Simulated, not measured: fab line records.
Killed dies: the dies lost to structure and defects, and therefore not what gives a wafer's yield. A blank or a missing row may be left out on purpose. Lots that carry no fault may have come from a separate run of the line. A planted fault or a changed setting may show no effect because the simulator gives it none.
Matching of chambers    flow sky130    SKY_FIELD_ISO_CVD_24 on hdpcvd-02: 3 sister chambers
The step deposits SiO2, target thk 595 nm, time 99.2 s. 6 wafers are shown with their chamber, then 7 later ones without.

## WAFERS WITH THEIR CHAMBER
wafer   chamber  run length s (s)  pressure mtorr (mTorr)
L414.4  0        127.2             5.995
L417.3  1        127.6             6.010
L417.4  2        127.6             6.001
L417.5  0        128.2             6.011
L428.2  2        127.3             6.014
L428.4  1        127.5             6.008

## WAFERS MISSING THEIR CHAMBER
wafer   run length s (s)  pressure mtorr (mTorr)
L428.6  127.6             6.000
L431.1  127.4             6.007
L431.2  127.4             6.022
L431.6  127.5             6.026
L433.3  127.5             5.986
L433.4  127.4             6.002
L433.5  127.5             6.007

## CHAMBER TAKEN BY EACH
wafer   from the rows above           in truth
L428.6  can't be placed: 0 or 2 or 1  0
L431.1  can't be placed: 2 or 1 or 0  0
L431.2  can't be placed: 1 or 2 or 0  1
L431.6  can't be placed: 1 or 2 or 0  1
L433.3  can't be placed: 0 or 2 or 1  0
L433.4  can't be placed: 2 or 0 or 1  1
L433.5  can't be placed: 2 or 1 or 0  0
Placed correctly: 0 of 7. Not placeable from these rows: 7 (in 7, the candidates include the true chamber). 0 placed wrongly.
How it was worked out, from the rows above alone: a wafer's distance from a chamber is the root of the sum, over the readings, of the square of ((its reading less the chamber's mean) divided by the reading's scatter). If the next closest chamber is less than 2 further off than the closest, the wafer can't be placed; otherwise it belongs to the closest. The mean given for a chamber averages the wafers shown for that chamber. The scatter is the square root of a quotient: the sum, over the shown wafers, of each reading's squared deviation from its chamber's mean, divided by wafers minus chambers.
